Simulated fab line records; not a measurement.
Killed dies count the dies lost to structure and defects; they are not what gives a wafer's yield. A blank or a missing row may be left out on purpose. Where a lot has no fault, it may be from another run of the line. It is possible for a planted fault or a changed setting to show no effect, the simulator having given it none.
2 desks, one fault / flow gf180mcu / numbers are kept per desk, each desk with only its own; the story behind them comes last

AT THE METROLOGY DESK
What the gauges read for every lot (on any tool): the sampled wafers with a number, averaged. If a lot's mean is further than 4 standard deviations from the usual mean, the lot is out of limits and carries the mark OUT (the distance appears in the brackets).
Columns: A = STI_CVD_03_THK at GF_STI_THK_MEAS_04, usual 208.0 nm; B = STI_CVD_23_THK at GF_STI_THK_MEAS_24, usual 652 nm; C = LVPWELL_RS at GF_VT_IMPLANT_RS_MEAS_48, usual 1196.8 ohm/sq
lot=L732; first seen here=day 1 14:16; A=210.3; B=655; C=1195.2
lot=L733; first seen here=day 1 19:50; A=207.9; B=668; C=1200.1
lot=L734; first seen here=day 1 23:34; A=209.4; B=648; C=1194.5
lot=L735; first seen here=day 2 04:40; A=205.0; B=649; C=1198.9
lot=L738; first seen here=day 2 19:59; A=210.6; B=649; C=1191.4
lot=L739; first seen here=day 3 00:34; A=203.6; B=653; C=1195.3
lot=L741; first seen here=day 3 11:07; A=206.9; B=662; C=1196.8
lot=L744; first seen here=day 4 01:35; A=204.7; B=653; C=1210.7 (+5.0) OUT
lot=L745; first seen here=day 4 06:34; A=204.8; B=650; C=1214.8 (+6.4) OUT
lot=L751; first seen here=day 5 13:44; A=209.1; B=649; C=1196.8
lot=L752; first seen here=day 5 17:34; A=205.9; B=652; C=1194.9
lot=L753; first seen here=day 5 23:50; A=208.0; B=655; C=1198.9
lot=L754; first seen here=day 6 03:53; A=209.7; B=653; C=1196.2
This desk reports L744, L745 out of limits; the earliest was L744 at day 10 23:47 (LVPWELL_RS at GF_VT_IMPLANT_RS_MEAS_48). L732, L733, L734, L735, L738, L739, L741, L751, L752, L753, L754 stayed within limits.

THE TOOL OWNER'S DESK: implanter-02
The tool's own readings at GF_LVPWELL_IMPLANT_09, given as means over the sampled wafers that have a number, one for each lot that went through this tool. If a lot's mean is further than 4 standard deviations from the usual mean, the lot is out of limits and carries the mark OUT (the distance appears in the brackets).
Columns: A = dose ions cm2 at GF_LVPWELL_IMPLANT_09, usual 5.001e+12; B = faraday current uA at GF_LVPWELL_IMPLANT_09, usual 28.2
lot=L733; first seen here=day 4 02:11; A=4.999e+12; B=27.9
lot=L734; first seen here=day 4 08:04; A=5.001e+12; B=28.4
lot=L739; first seen here=day 5 12:20; A=4.995e+12; B=28.6
lot=L744; first seen here=day 6 17:06; A=4.616e+12 (-79) OUT; B=26.6
lot=L745; first seen here=day 7 01:00; A=4.611e+12 (-80) OUT; B=25.8
This desk's finding: out of limits on L744, L745; first on L744, day 6 17:06 (dose ions cm2 at GF_LVPWELL_IMPLANT_09). L733, L734, L739 stayed within limits.

PUT TOGETHER
The tool owner's desk had the chance to raise an alarm at day 6 17:06 on L744, L745.
The metrology desk could have raised an alarm at day 10 23:47, on L744, L745.
The lots listed all ran GF_LVPWELL_IMPLANT_09 on implanter-02.

WHAT THE SIMULATOR HAD INSERTED
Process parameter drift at GF_LVPWELL_IMPLANT_09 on implanter-02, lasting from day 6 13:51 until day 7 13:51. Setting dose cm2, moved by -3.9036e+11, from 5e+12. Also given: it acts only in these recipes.
Shown lots that were struck: L744, L745.
Fault start to first reading out of limits, in hours, per desk: tool owner, 3; metrology, 106.
